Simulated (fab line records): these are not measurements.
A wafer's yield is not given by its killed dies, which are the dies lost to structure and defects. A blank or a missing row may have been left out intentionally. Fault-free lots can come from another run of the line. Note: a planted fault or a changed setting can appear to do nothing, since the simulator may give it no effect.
fab line records    flow sky130
record: lots: 24  wafers: 72  lastDay: 51
route steps=708 shown FIELD_ISO@1 VT_ADJUST_LVTN@118 VT_ADJUST_NCORE@127 VT_ADJUST_PCH@153 SONOS_TUNNEL@162 SONOS_ONO@182
lots untouched by any fault: they come from a run of this same line in which no faults occurred
startH: hours from the record's opening day to when the first of the lot's shown wafers began    waitH: hours from the lot's prior step to this one    " repeats the value in the row above    L1.1+2: several wafers, shown together as one row    - no value, or no start was given    * or withheld: withheld    < > ~ a bound
route shown NAME@n: NAME is a module with steps in the file, n the number in the route of the first one    usual: mean/standard deviation taken from wafers without a fault    same: alike in all rows    chamber/n: place in a boat    sites: the reading at each site    _std_site: standard deviation of those values    _edge_site: the outer-site mean with the inner-site mean subtracted    radiusMm: how far each site lies from the wafer's centre    mask NAME#n: copy n    behind: the last tool/chamber to shape the wafer    hold: what put the lot on hold/how long, in hours/how the hold closed    device: whichever transistor did not switch (one of n, p or np)    end of line: at the end of the route, the tests of the same wafers    for a step that has no rows: nothing shown but its recipe    killed: count of dies lost to structure and defects at first sort (not the wafer's yield)    map: a wafer's dies, marking killed ones x, the rest . and places with no die _
set.NAME: the run value of the setting; set.NAME@STEP: its run value at that earlier step    model.NAME: the simulator's own value behind a step, which no gauge read
the route's steps for a sample of lots (tables are steps, rows are wafers)
== steps ==
step: SKY_FIELD_ISO_BOW_MEAS_00
recipe: mode: bow
usual: INCOMING_BOW: 0/5.3
lot.wafer  tool          chamber  startH  waitH  INCOMING_BOW[um]
L074.1     filmMetro-03  -        10.00   -      2
L074.2     "             -        "       "      -2
L074.3     "             -        "       "      -5
L075.1     filmMetro-02  -        15.00   -      -9
L075.3     "             -        "       "      -9
L075.4     "             -        "       "      1
L076.1     filmMetro-01  -        20.00   -      9
L076.2     "             -        "       "      -4
L076.4     "             -        "       "      1
L077.1     filmMetro-01  -        25.00   -      -6
L077.2     "             -        "       "      -3
L077.5     "             -        "       "      -1
L078.4     filmMetro-01  -        30.06   -      2
L078.5     "             -        "       "      -6
L078.6     "             -        "       "      2
L079.2     filmMetro-02  -        35.02   -      -4
L079.3     "             -        "       "      -3
L079.6     "             -        "       "      -9
L080.1     filmMetro-02  -        40.00   -      0
L080.2     "             -        "       "      2
L080.6     "             -        "       "      9
L081.2     filmMetro-02  -        45.02   -      2
L081.3     "             -        "       "      10
L081.5     "             -        "       "      10
L082.1     filmMetro-02  -        50.00   -      -5
L082.3     "             -        "       "      0
L082.6     "             -        "       "      -1
L083.2     filmMetro-02  -        55.02   -      -7
L083.4     "             -        "       "      0
L083.6     "             -        "       "      -3
L084.1     filmMetro-03  -        60.00   -      -8
L084.2     "             -        "       "      3
L084.5     "             -        "       "      -1
L085.2     filmMetro-03  -        65.02   -      1
L085.4     "             -        "       "      8
L085.5     "             -        "       "      10
L086.2     filmMetro-02  -        70.02   -      7
L086.3     "             -        "       "      -1
L086.6     "             -        "       "      3
L087.3     filmMetro-02  -        75.04   -      3
L087.4     "             -        "       "      -8
L087.6     "             -        "       "      -9
L088.3     filmMetro-03  -        80.04   -      4
L088.4     "             -        "       "      -2
L088.6     "             -        "       "      2
L089.1     filmMetro-01  -        85.00   -      3
L089.5     "             -        "       "      5
L089.6     "             -        "       "      -3
L090.1     filmMetro-03  -        90.00   -      -6
L090.4     "             -        "       "      3
L090.5     "             -        "       "      5
L091.2     filmMetro-03  -        95.04   -      5
L091.3     "             -        "       "      0
L091.6     "             -        "       "      0
L092.1     filmMetro-02  -        100.00  -      1
L092.3     "             -        "       "      -3
L092.4     "             -        "       "      1
L093.2     filmMetro-02  -        105.02  -      -3
L093.3     "             -        "       "      4
L093.4     "             -        "       "      9
L094.1     filmMetro-01  -        110.00  -      -2
L094.2     "             -        "       "      -3
L094.6     "             -        "       "      -5
L095.1     filmMetro-02  -        115.00  -      -3
L095.2     "             -        "       "      1
L095.4     "             -        "       "      -3
L096.2     filmMetro-01  -        120.02  -      -8
L096.3     "             -        "       "      7
L096.6     "             -        "       "      5
L097.1     filmMetro-01  -        125.00  -      -1
L097.2     "             -        "       "      3
L097.3     "             -        "       "      -2
step: SKY_VT_ADJUST_LVTN_TW_MEAS_21
usual: VT_ADJUST_LVTN_2_TW: 188.5/1.4
lot.wafer  tool          chamber  startH  waitH  VT_ADJUST_LVTN_2_TW
L074.1     filmMetro-04  -        171.79  0.1    188.4
L074.2     "             -        "       "      186.7
L074.3     "             -        "       "      188.9
L075.1     filmMetro-01  -        175.39  0.1    187.6
L075.3     "             -        "       "      187.3
L075.4     "             -        "       "      188.5
L076.1     filmMetro-02  -        183.39  0.1    188.9
L076.2     "             -        "       "      189.5
L076.4     "             -        "       "      187.8
L077.1     filmMetro-02  -        191.39  0.1    189.7
L077.2     "             -        "       "      189.4
L077.5     "             -        "       "      189.8
L078.4     filmMetro-01  -        208.12  0.1    185.8
L078.5     "             -        "       "      185.4
L078.6     "             -        "       "      185.7
L079.2     filmMetro-04  -        210.10  0.1    188.7
L079.3     "             -        "       "      190.0
L079.6     "             -        "       "      189.1
L080.1     filmMetro-02  -        218.04  0.1    187.6
L080.2     "             -        "       "      187.5
L080.6     "             -        "       "      188.9
L081.2     filmMetro-04  -        223.70  0.1    187.8
L081.3     "             -        "       "      189.3
L081.5     "             -        "       "      187.7
L082.1     filmMetro-01  -        227.89  0.1    185.6
L082.3     "             -        "       "      185.1
L082.6     "             -        "       "      184.9
L083.2     filmMetro-04  -        232.50  0.1    188.6
L083.4     "             -        "       "      189.5
L083.6     "             -        "       "      189.4
L084.1     filmMetro-01  -        244.49  0.1    186.9
L084.2     "             -        "       "      186.2
L084.5     "             -        "       "      186.8
L085.2     filmMetro-02  -        252.10  0.1    190.0
L085.4     "             -        "       "      190.1
L085.5     "             -        "       "      191.7
L086.2     filmMetro-02  -        259.95  0.1    190.1
L086.3     "             -        "       "      190.3
L086.6     "             -        "       "      189.6
L087.3     filmMetro-04  -        269.86  0.1    188.9
L087.4     "             -        "       "      188.8
L087.6     "             -        "       "      189.2
L088.3     filmMetro-02  -        272.01  0.1    188.5
L088.4     "             -        "       "      190.4
L088.6     "             -        "       "      189.2
L089.1     filmMetro-02  -        276.04  0.1    190.0
L089.5     "             -        "       "      189.9
L089.6     "             -        "       "      189.6
L090.1     filmMetro-02  -        280.79  0.1    189.3
L090.4     "             -        "       "      190.3
L090.5     "             -        "       "      189.1
L091.2     filmMetro-04  -        285.70  0.1    188.4
L091.3     "             -        "       "      189.3
L091.6     "             -        "       "      188.3
L092.1     filmMetro-04  -        300.04  0.1    188.8
L092.3     "             -        "       "      189.2
L092.4     "             -        "       "      189.0
L093.2     filmMetro-01  -        300.95  0.1    187.1
L093.3     "             -        "       "      186.3
L093.4     "             -        "       "      186.8
L094.1     filmMetro-02  -        307.54  0.1    188.3
L094.2     "             -        "       "      188.5
L094.6     "             -        "       "      189.2
L095.1     filmMetro-04  -        314.49  0.1    189.2
L095.2     "             -        "       "      187.3
L095.4     "             -        "       "      189.1
L096.2     filmMetro-02  -        325.10  0.1    188.2
L096.3     "             -        "       "      189.0
L096.6     "             -        "       "      188.2
L097.1     filmMetro-04  -        329.44  0.1    188.5
L097.2     "             -        "       "      189.7
L097.3     "             -        "       "      188.2
step: SKY_VT_ADJUST_NCORE_OVL_MEAS_08
usual: VT_ADJUST_NCORE_OVL: 1.1/1.6
lot.wafer  tool        chamber  startH  waitH  VT_ADJUST_NCORE_OVL[nm]
L074.1     overlay-02  -        193.38  0.1    1.5
L074.2     "           -        "       "      0.6
L074.3     "           -        "       "      1.7
L075.1     overlay-02  -        197.03  0.1    -1.2
L075.3     "           -        "       "      -1.9
L075.4     "           -        "       "      -1.6
L076.1     overlay-02  -        205.52  0.1    1.8
L076.2     "           -        "       "      -1.1
L076.4     "           -        "       "      0.4
L077.1     overlay-01  -        212.82  0.1    -0.3
L077.2     "           -        "       "      0.5
L077.5     "           -        "       "      -1.7
L078.4     overlay-01  -        230.29  0.1    0.0
L078.5     "           -        "       "      2.7
L078.6     "           -        "       "      0.8
L079.2     overlay-01  -        233.23  0.1    0.9
L079.3     "           -        "       "      2.9
L079.6     "           -        "       "      4.4
L080.1     overlay-02  -        241.51  0.1    0.3
L080.2     "           -        "       "      1.1
L080.6     "           -        "       "      1.3
L081.2     overlay-01  -        248.21  0.1    2.3
L081.3     "           -        "       "      1.9
L081.5     "           -        "       "      -0.9
L082.1     overlay-01  -        251.23  0.1    2.0
L082.3     "           -        "       "      -0.1
L082.6     "           -        "       "      1.2
L083.2     overlay-01  -        256.98  0.1    -0.3
L083.4     "           -        "       "      0.0
L083.6     "           -        "       "      -0.8
L084.1     overlay-01  -        269.37  0.1    0.2
L084.2     "           -        "       "      -0.8
L084.5     "           -        "       "      -0.3
L085.2     overlay-02  -        276.76  0.1    2.5
L085.4     "           -        "       "      3.0
L085.5     "           -        "       "      1.2
L086.2     overlay-01  -        285.23  0.1    1.3
L086.3     "           -        "       "      0.1
L086.6     "           -        "       "      0.9
L087.3     overlay-01  -        295.12  0.1    -3.1
L087.4     "           -        "       "      -3.0
L087.6     "           -        "       "      -0.6
L088.3     overlay-02  -        297.88  0.1    3.2
L088.4     "           -        "       "      2.3
L088.6     "           -        "       "      2.6
L089.1     overlay-01  -        302.30  0.1    -0.2
L089.5     "           -        "       "      -1.0
L089.6     "           -        "       "      -0.6
L090.1     overlay-01  -        307.03  0.1    1.4
L090.4     "           -        "       "      0.1
L090.5     "           -        "       "      -0.3
L091.2     overlay-01  -        311.26  0.1    -0.5
L091.3     "           -        "       "      -0.9
L091.6     "           -        "       "      2.3
L092.1     overlay-01  -        327.00  0.1    1.4
L092.3     "           -        "       "      -1.5
L092.4     "           -        "       "      -0.2
L093.2     overlay-01  -        327.48  0.1    4.1
L093.3     "           -        "       "      2.0
L093.4     "           -        "       "      4.9
L094.1     overlay-02  -        335.88  0.1    2.9
L094.2     "           -        "       "      3.6
L094.6     "           -        "       "      1.0
L095.1     overlay-02  -        342.53  0.1    1.7
L095.2     "           -        "       "      1.1
L095.4     "           -        "       "      1.9
L096.2     overlay-01  -        353.11  0.1    1.7
L096.3     "           -        "       "      2.8
L096.6     "           -        "       "      3.4
L097.1     overlay-02  -        358.25  0.1    3.8
L097.2     "           -        "       "      3.2
L097.3     "           -        "       "      4.3
step: SKY_VT_ADJUST_PCH_TW_MEAS_10
usual: VT_ADJUST_PCH_TW: 141.7/1.1
lot.wafer  tool          chamber  startH  waitH  VT_ADJUST_PCH_TW
L074.1     filmMetro-04  -        239.34  0.1    142.1
L074.2     "             -        "       "      142.5
L074.3     "             -        "       "      142.5
L075.1     filmMetro-04  -        244.24  0.1    142.8
L075.3     "             -        "       "      142.2
L075.4     "             -        "       "      141.8
L076.1     filmMetro-03  -        252.19  0.1    142.5
L076.2     "             -        "       "      142.7
L076.4     "             -        "       "      142.8
L077.1     filmMetro-03  -        260.42  0.1    143.1
L077.2     "             -        "       "      142.7
L077.5     "             -        "       "      142.5
L078.4     filmMetro-01  -        280.12  0.1    140.2
L078.5     "             -        "       "      140.7
L078.6     "             -        "       "      140.4
L079.2     filmMetro-01  -        283.25  0.1    139.6
L079.3     "             -        "       "      140.7
L079.6     "             -        "       "      140.6
L080.1     filmMetro-04  -        291.64  0.1    142.9
L080.2     "             -        "       "      142.9
L080.6     "             -        "       "      143.4
L081.2     filmMetro-01  -        299.80  0.1    140.7
L081.3     "             -        "       "      141.8
L081.5     "             -        "       "      141.1
L082.1     filmMetro-01  -        302.82  0.1    141.0
L082.3     "             -        "       "      140.9
L082.6     "             -        "       "      140.9
L083.2     filmMetro-04  -        308.63  0.1    142.3
L083.4     "             -        "       "      142.3
L083.6     "             -        "       "      142.2
L084.1     filmMetro-01  -        322.44  0.1    139.8
L084.2     "             -        "       "      140.5
L084.5     "             -        "       "      141.0
L085.2     filmMetro-04  -        330.98  0.1    142.9
L085.4     "             -        "       "      142.4
L085.5     "             -        "       "      142.4
L086.2     filmMetro-01  -        340.73  0.1    140.4
L086.3     "             -        "       "      141.0
L086.6     "             -        "       "      140.0
L087.3     filmMetro-03  -        351.71  0.1    141.7
L087.4     "             -        "       "      142.9
L087.6     "             -        "       "      142.2
L088.3     filmMetro-01  -        354.24  0.1    140.9
L088.4     "             -        "       "      140.4
L088.6     "             -        "       "      140.4
L089.1     filmMetro-01  -        358.77  0.1    140.5
L089.5     "             -        "       "      141.1
L089.6     "             -        "       "      140.3
L090.1     filmMetro-01  -        364.82  0.1    140.1
L090.4     "             -        "       "      139.7
L090.5     "             -        "       "      140.1
L091.2     filmMetro-04  -        369.65  0.1    141.2
L091.3     "             -        "       "      141.8
L091.6     "             -        "       "      141.3
L092.1     filmMetro-03  -        386.09  0.1    142.6
L092.3     "             -        "       "      142.1
L092.4     "             -        "       "      142.6
L093.2     filmMetro-04  -        387.35  0.1    141.5
L093.3     "             -        "       "      141.6
L093.4     "             -        "       "      140.8
L094.1     filmMetro-03  -        396.57  0.1    142.9
L094.2     "             -        "       "      143.1
L094.6     "             -        "       "      143.1
L095.1     filmMetro-04  -        403.84  0.1    141.8
L095.2     "             -        "       "      141.3
L095.4     "             -        "       "      141.0
L096.2     filmMetro-01  -        414.08  0.1    140.9
L096.3     "             -        "       "      141.1
L096.6     "             -        "       "      140.1
L097.1     filmMetro-04  -        419.89  0.1    144.1
L097.2     "             -        "       "      142.9
L097.3     "             -        "       "      143.4
step: SKY_SONOS_TUNNEL_OVL_MEAS_08
usual: SONOS_TUNNEL_OVL: 0.0/1.4
lot.wafer  tool        chamber  startH  waitH  SONOS_TUNNEL_OVL[nm]
L074.1     overlay-02  -        263.53  0.1    3.0
L074.2     "           -        "       "      1.6
L074.3     "           -        "       "      0.8
L075.1     overlay-01  -        269.18  0.1    -1.1
L075.3     "           -        "       "      -1.1
L075.4     "           -        "       "      1.0
L076.1     overlay-01  -        276.68  0.1    0.6
L076.2     "           -        "       "      0.8
L076.4     "           -        "       "      0.6
L077.1     overlay-02  -        285.47  0.1    0.2
L077.2     "           -        "       "      0.1
L077.5     "           -        "       "      1.5
L078.4     overlay-02  -        306.19  0.1    -0.1
L078.5     "           -        "       "      -0.2
L078.6     "           -        "       "      -1.4
L079.2     overlay-01  -        309.38  0.1    -1.3
L079.3     "           -        "       "      -0.8
L079.6     "           -        "       "      -1.6
L080.1     overlay-01  -        317.68  0.1    -1.0
L080.2     "           -        "       "      -0.5
L080.6     "           -        "       "      -0.4
L081.2     overlay-02  -        326.23  0.1    0.5
L081.3     "           -        "       "      -1.0
L081.5     "           -        "       "      -2.2
L082.1     overlay-02  -        329.92  0.1    1.0
L082.3     "           -        "       "      0.2
L082.6     "           -        "       "      0.3
L083.2     overlay-01  -        336.98  0.1    -0.4
L083.4     "           -        "       "      0.2
L083.6     "           -        "       "      0.8
L084.1     overlay-02  -        350.82  0.1    0.8
L084.2     "           -        "       "      0.4
L084.5     "           -        "       "      1.9
L085.2     overlay-01  -        359.83  0.1    1.0
L085.4     "           -        "       "      0.7
L085.5     "           -        "       "      -0.1
L086.2     overlay-01  -        369.78  0.1    -1.4
L086.3     "           -        "       "      0.1
L086.6     "           -        "       "      -1.1
L087.3     overlay-02  -        380.93  0.1    1.9
L087.4     "           -        "       "      2.3
L087.6     "           -        "       "      2.5
L088.3     overlay-02  -        384.08  0.1    1.6
L088.4     "           -        "       "      2.0
L088.6     "           -        "       "      0.3
L089.1     overlay-02  -        388.47  0.1    0.1
L089.5     "           -        "       "      -1.0
L089.6     "           -        "       "      -1.6
L090.1     overlay-02  -        395.62  0.1    -1.8
L090.4     "           -        "       "      1.3
L090.5     "           -        "       "      1.4
L091.2     overlay-01  -        400.28  0.1    -0.6
L091.3     "           -        "       "      2.3
L091.6     "           -        "       "      1.3
L092.1     overlay-01  -        416.97  0.1    -0.1
L092.3     "           -        "       "      -1.6
L092.4     "           -        "       "      -1.8
L093.2     overlay-01  -        418.08  0.1    -1.4
L093.3     "           -        "       "      -3.4
L093.4     "           -        "       "      -2.9
L094.1     overlay-02  -        427.97  0.1    0.6
L094.2     "           -        "       "      -0.7
L094.6     "           -        "       "      -1.4
L095.1     overlay-01  -        435.27  0.1    -1.7
L095.2     "           -        "       "      -2.0
L095.4     "           -        "       "      -0.3
L096.2     overlay-01  -        447.38  0.1    -2.2
L096.3     "           -        "       "      -1.0
L096.6     "           -        "       "      -2.5
L097.1     overlay-02  -        452.52  0.1    0.4
L097.2     "           -        "       "      0.1
L097.3     "           -        "       "      -0.8
step: SKY_SONOS_ONO_OVL_MEAS_14
usual: SONOS_ONO_OVL: -0.6/1.5
lot.wafer  tool        chamber  startH  waitH  SONOS_ONO_OVL[nm]
L074.1     overlay-01  -        296.05  0.1    0.8
L074.2     "           -        "       "      -1.6
L074.3     "           -        "       "      -0.5
L075.1     overlay-02  -        301.00  0.1    -0.5
L075.3     "           -        "       "      0.4
L075.4     "           -        "       "      -0.4
L076.1     overlay-02  -        307.68  0.1    -1.1
L076.2     "           -        "       "      -0.2
L076.4     "           -        "       "      1.2
L077.1     overlay-02  -        337.13  0.1    -0.6
L077.2     "           -        "       "      0.7
L077.5     "           -        "       "      0.8
L078.4     overlay-01  -        340.87  0.1    0.9
L078.5     "           -        "       "      -0.8
L078.6     "           -        "       "      0.4
L079.2     overlay-02  -        344.21  0.1    0.4
L079.3     "           -        "       "      0.4
L079.6     "           -        "       "      -0.8
L080.1     overlay-01  -        351.35  0.1    -3.1
L080.2     "           -        "       "      -1.1
L080.6     "           -        "       "      -1.7
L081.2     overlay-02  -        361.41  0.1    -0.8
L081.3     "           -        "       "      -0.7
L081.5     "           -        "       "      -3.3
L082.1     overlay-02  -        366.08  0.1    -2.1
L082.3     "           -        "       "      0.7
L082.6     "           -        "       "      -0.7
L083.2     overlay-01  -        372.23  0.1    -1.7
L083.4     "           -        "       "      0.4
L083.6     "           -        "       "      -3.2
L084.1     overlay-01  -        386.12  0.1    0.3
L084.2     "           -        "       "      1.7
L084.5     "           -        "       "      -0.6
L085.2     overlay-01  -        398.86  0.1    -0.9
L085.4     "           -        "       "      -1.1
L085.5     "           -        "       "      -1.6
L086.2     overlay-01  -        409.56  0.1    0.9
L086.3     "           -        "       "      -1.6
L086.6     "           -        "       "      -0.9
L087.3     overlay-01  -        418.38  0.1    -1.0
L087.4     "           -        "       "      -1.5
L087.6     "           -        "       "      -0.1
L088.3     overlay-01  -        419.44  0.1    0.8
L088.4     "           -        "       "      0.3
L088.6     "           -        "       "      -1.5
L089.1     overlay-01  -        427.08  0.1    -2.0
L089.5     "           -        "       "      -3.4
L089.6     "           -        "       "      -0.5
L090.1     overlay-01  -        436.47  0.1    -1.8
L090.4     "           -        "       "      0.4
L090.5     "           -        "       "      -0.1
L091.2     overlay-02  -        441.96  0.1    -0.4
L091.3     "           -        "       "      1.1
L091.6     "           -        "       "      0.1
L092.1     overlay-02  -        453.63  0.1    -1.2
L092.3     "           -        "       "      -1.1
L092.4     "           -        "       "      -2.2
L093.2     overlay-01  -        456.71  0.1    -0.2
L093.3     "           -        "       "      -2.0
L093.4     "           -        "       "      -1.5
L094.1     overlay-02  -        465.35  0.1    2.6
L094.2     "           -        "       "      2.9
L094.6     "           -        "       "      1.3
L095.1     overlay-01  -        476.18  0.1    -0.8
L095.2     "           -        "       "      -2.5
L095.4     "           -        "       "      -0.9
L096.2     overlay-02  -        485.13  0.1    2.6
L096.3     "           -        "       "      -2.4
L096.6     "           -        "       "      0.9
L097.1     overlay-01  -        489.65  0.1    0.6
L097.2     "           -        "       "      -1.8
L097.3     "           -        "       "      -0.9
== key ==
fault none
